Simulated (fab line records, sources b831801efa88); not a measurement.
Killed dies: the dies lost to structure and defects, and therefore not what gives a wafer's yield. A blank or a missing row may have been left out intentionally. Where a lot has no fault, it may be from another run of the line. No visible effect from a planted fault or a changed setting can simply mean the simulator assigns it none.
Which tool is to blame? | flow sky130 | 14 lots with 42 wafers sampled at 3 steps, on a route of 708 steps

## WHAT THE GAUGES READ, wafer by wafer
SKY_CAP2M_THK_MEAS_01. Usual: for CAP2M_CVD_00_THK the level is 15.42 nm and the standard deviation is 0.29.
lot  | measured     | on            | CAP2M_CVD_00_THK (nm) | flag
L955 | day 39 06:22 | film metro-03 | 15.82 15.13 16.00     |
L956 | day 39 20:14 | film metro-02 | 15.66 15.97 16.01     |
L957 | day 40 07:50 | film metro-02 | 15.43 15.40 15.53     |
L959 | day 40 17:53 | film metro-04 | 15.57 15.39 15.55     |
L960 | day 41 08:01 | film metro-02 | 15.23 15.35 15.39     |
L962 | day 42 01:05 | film metro-03 | 15.67 15.24 16.04     |
L963 | day 42 02:26 | film metro-04 | 15.36 15.45 15.21     |
L964 | day 43 01:07 | film metro-04 | 15.30 15.18 15.53     |
L965 | day 43 04:32 | film metro-02 | 14.93 15.10 15.22     |
L968 | day 43 12:34 | film metro-04 | 15.52 15.45 15.40     |
L967 | day 43 16:26 | film metro-04 | 15.46 15.86 15.54     |
L969 | day 43 18:56 | film metro-02 | 15.64 15.05 15.67     |

## TOOL THAT RAN EACH LOT (tool first, then ch and the chambers of the sampled wafers, then the start)
lot  | SKY_VIA3_SPUTTER_20          | SKY_VIA3_CVD_21
L955 | pvd sputter-03, day 39 05:32 | cvd w-02 ch 1, day 39 05:35
L956 | pvd sputter-02, day 39 19:23 | cvd w-02 ch 1, day 39 19:27
L957 | pvd sputter-03, day 40 07:00 | cvd w-02 ch 0,1, day 40 07:04
L959 | pvd sputter-02, day 40 17:01 | cvd w-01 ch 0,1, day 40 17:07
L960 | pvd sputter-02, day 41 07:11 | cvd w-01 ch 0,1, day 41 07:14
L962 | pvd sputter-02, day 42 00:14 | cvd w-01 ch 0,1, day 42 00:17
L963 | pvd sputter-03, day 42 01:34 | cvd w-01 ch 1, day 42 01:38
L964 | pvd sputter-01, day 43 00:16 | cvd w-02 ch 0,1, day 43 00:19
L965 | pvd sputter-02, day 43 03:41 | cvd w-02 ch 0,1, day 43 03:45
L968 | pvd sputter-03, day 43 11:41 | cvd w-02 ch 0,1, day 43 11:47
L967 | pvd sputter-01, day 43 15:35 | cvd w-02 ch 0, day 43 15:39
L969 | pvd sputter-02, day 43 18:05 | cvd w-02 ch 0,1, day 43 18:08
L977 | pvd sputter-02, day 45 18:23 | cvd w-01 ch 0,1, day 45 18:27
L978 | pvd sputter-03, day 46 04:08 | cvd w-02 ch 0,1, day 46 04:12
- SKY_VIA3_SPUTTER_20: material TiN, target thk 20 nm, time 80 s.
- SKY_VIA3_CVD_21: deposits W, target thk 390 nm, time 117.31 s.

## AS READ BY THE TOOLS THEMSELVES (means over the sampled wafers that have a number; for cases with no such wafer, the mark the record gives instead)
SKY_VIA3_SPUTTER_20. Usual: cathode dc power W 4000.0 W, standard deviation 0.85; chamber pressure pa 5.000 Pa, standard deviation 0.0097; throttle valve pct 30.1 %, standard deviation 1.2.
lot  | tool           | cathode dc power W (W) | chamber pressure pa (Pa) | throttle valve pct (%) | flag
L955 | pvd sputter-03 | 4000.7                 | 4.996                    | 28.7                   |
L956 | pvd sputter-02 | 3999.7                 | 5.007                    | 30.1                   |
L957 | pvd sputter-03 | 3999.6                 | 4.993                    | 29.1                   |
L959 | pvd sputter-02 | 4000.7                 | 5.002                    | 30.7                   |
L960 | pvd sputter-02 | 4000.0                 | 4.999                    | 30.2                   |
L962 | pvd sputter-02 | 4000.0                 | 5.012                    | 30.2                   |
L963 | pvd sputter-03 | 4000.7                 | 5.006                    | 30.1                   |
L964 | pvd sputter-01 | 3999.9                 | 4.995                    | 30.6                   |
L965 | pvd sputter-02 | 4001.0                 | 4.996                    | 30.1                   |
L968 | pvd sputter-03 | 3999.5                 | 4.996                    | 30.6                   |
L967 | pvd sputter-01 | 4000.0                 | 5.005                    | 30.5                   |
L969 | pvd sputter-02 | 3999.8                 | 4.999                    | 30.1                   |
L977 | pvd sputter-02 | -                      | -                        | -                      | OFF
L978 | pvd sputter-03 | -                      | -                        | -                      | OFF

SKY_VIA3_CVD_21. Usual: 888 W for heater power w, sd 120.
lot  | tool     | heater power w (W) | flag
L955 | cvd w-02 | 741                |
L956 | cvd w-02 | 744                |
L957 | cvd w-02 | 840                |
L959 | cvd w-01 | 897                |
L960 | cvd w-01 | 857                |
L962 | cvd w-01 | 918                |
L963 | cvd w-01 | 806                |
L964 | cvd w-02 | 935                |
L965 | cvd w-02 | 840                |
L968 | cvd w-02 | 866                |
L967 | cvd w-02 | 1038               |
L969 | cvd w-02 | 945                |
L977 | cvd w-01 | 868                |
L978 | cvd w-02 | 857                |

## THE ANSWER, worked out from the rows above alone
Rule: a lot counts as off when the mean over its wafers that have a number is more than 3 standard deviations away from the usual mean. Also off: a lot with no number at a reading for which 4 or more lots have one. The other lots that the step has rows for count as sound. First the gauges in route order, then the tools' own readings, where a lot's mean is used as printed above. The first step at which some lot is off is used, and at that step the reading that is off furthest; a lot without a number counts as furthest.
Off, at SKY_VIA3_SPUTTER_20 on cathode dc power W: L977, L978. Without a number there: L977, L978.
A tool fits if, at that step or a process step before it, it ran every lot that is off, and no sound lot after the first of them. None of those tried fits.

## WHAT THE SIMULATOR HAD PUT IN
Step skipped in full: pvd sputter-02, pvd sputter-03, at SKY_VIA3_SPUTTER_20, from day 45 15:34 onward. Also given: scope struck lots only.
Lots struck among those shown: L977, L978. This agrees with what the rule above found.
